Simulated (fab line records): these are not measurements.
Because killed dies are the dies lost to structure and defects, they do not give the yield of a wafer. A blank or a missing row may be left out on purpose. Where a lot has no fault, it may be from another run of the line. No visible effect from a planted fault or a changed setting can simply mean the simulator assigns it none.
Commonality check across tools ; flow sky130 ; Sampled: 13 lots, 39 wafers

## WHY IT WAS OPENED
Of 13 lots, 2 have the reading NWELL_RS flagged at SKY_NWELL_RS_MEAS_29. Fault-free wafers read 625.4 ohm/sq, with a standard deviation of 1.6.
Rule: a lot is flagged when every wafer of it that has a number lies more than 4 standard deviations from that mean, or none has a number. The other lots count as sound.

lot;measured;on;NWELL_RS (ohm/sq), wafer by wafer;flag
L733;day 5 15:13;filmMetro-04;626.6 622.3 625.4;
L736;day 6 01:41;filmMetro-03;625.3 624.5 625.1;
L737;day 6 08:35;filmMetro-04;624.3 623.2 623.0;
L739;day 6 18:37;filmMetro-02;625.1 623.6 623.7;
L740;day 7 03:19;filmMetro-02;626.9 625.6 627.9;
L741;day 7 11:32;filmMetro-03;618.4 615.7 617.4;FLAGGED
L742;day 7 15:34;filmMetro-04;615.3 614.2 616.0;FLAGGED
L744;day 8 01:25;filmMetro-02;624.6 624.9 625.2;
L748;day 9 00:41;filmMetro-03;625.8 625.9 626.7;
L750;day 9 14:58;filmMetro-02;625.7 627.4 626.0;
L751;day 10 00:58;filmMetro-03;625.8 626.7 624.7;
L753;day 10 10:08;filmMetro-03;626.9 625.9 627.5;
L755;day 10 22:41;filmMetro-04;620.6 623.4 624.9;
Average over the flagged lots: 616.2 ohm/sq; offset from the usual -9.2 ohm/sq, equal to -6 standard deviations.

## LOT BY LOT: THE TOOL USED
The record keeps 1 process step preceding the reading, out of 708 steps on the route. In each cell: the tool, then ch and the chambers that the sampled wafers went through, then the start.
lot;flag;SKY_NWELL_IMPLANT_13
L733;;implanter-03 ch 0, day 4 21:07
L736;;implanter-03 ch 0, day 5 06:50
L737;;implanter-02 ch 0, day 5 13:11
L739;;implanter-03 ch 0, day 5 23:01
L740;;implanter-02 ch 0, day 6 07:34
L741;FLAGGED;implanter-03 ch 0, day 6 14:47
L742;FLAGGED;implanter-03 ch 0, day 6 19:25
L744;;implanter-02 ch 0, day 7 04:40
L748;;implanter-02 ch 0, day 8 03:04
L750;;implanter-04 ch 0, day 8 16:25
L751;;implanter-04 ch 0, day 9 02:34
L753;;implanter-04 ch 0, day 9 12:02
L755;;implanter-03 ch 0, day 10 00:02
What is done by these steps:
- SKY_NWELL_IMPLANT_13
- SKY_NWELL_RS_MEAS_29: measures by four-point-probe.

## FLAGGED AGAINST TOTAL, ONE TOOL AT A TIME (gauges that did the reading follow at the end)
step;tool;lots run;flagged;share of the flagged lots;sound lots run after its first flagged lot
SKY_NWELL_IMPLANT_13;implanter-02;4;0;none;-
SKY_NWELL_IMPLANT_13;implanter-03;6;2;all;1 (L755)
SKY_NWELL_IMPLANT_13;implanter-04;3;0;none;-
SKY_NWELL_RS_MEAS_29;filmMetro-02;4;0;none;-
SKY_NWELL_RS_MEAS_29;filmMetro-03;5;1;some;3 (L748,L751,L753)
SKY_NWELL_RS_MEAS_29;filmMetro-04;4;1;some;1 (L755)

## WHAT THE TABLE PERMITS
All flagged lots share 1 row of the table, namely implanter-03 at SKY_NWELL_IMPLANT_13.
- implanter-03 at SKY_NWELL_IMPLANT_13 ran 6 lots, 2 of them flagged. After the first flagged lot (L755), sound lots still ran on it; a lasting fault on the whole tool would not permit that. Its own readings lie more than 4 standard deviations out on every wafer of the flagged lots: doseIonsCm2, faradayCurrentUA.
None of the table's rows ran every flagged lot and, after the first, no sound lot.

## WHAT THE SIMULATOR HAD INSERTED
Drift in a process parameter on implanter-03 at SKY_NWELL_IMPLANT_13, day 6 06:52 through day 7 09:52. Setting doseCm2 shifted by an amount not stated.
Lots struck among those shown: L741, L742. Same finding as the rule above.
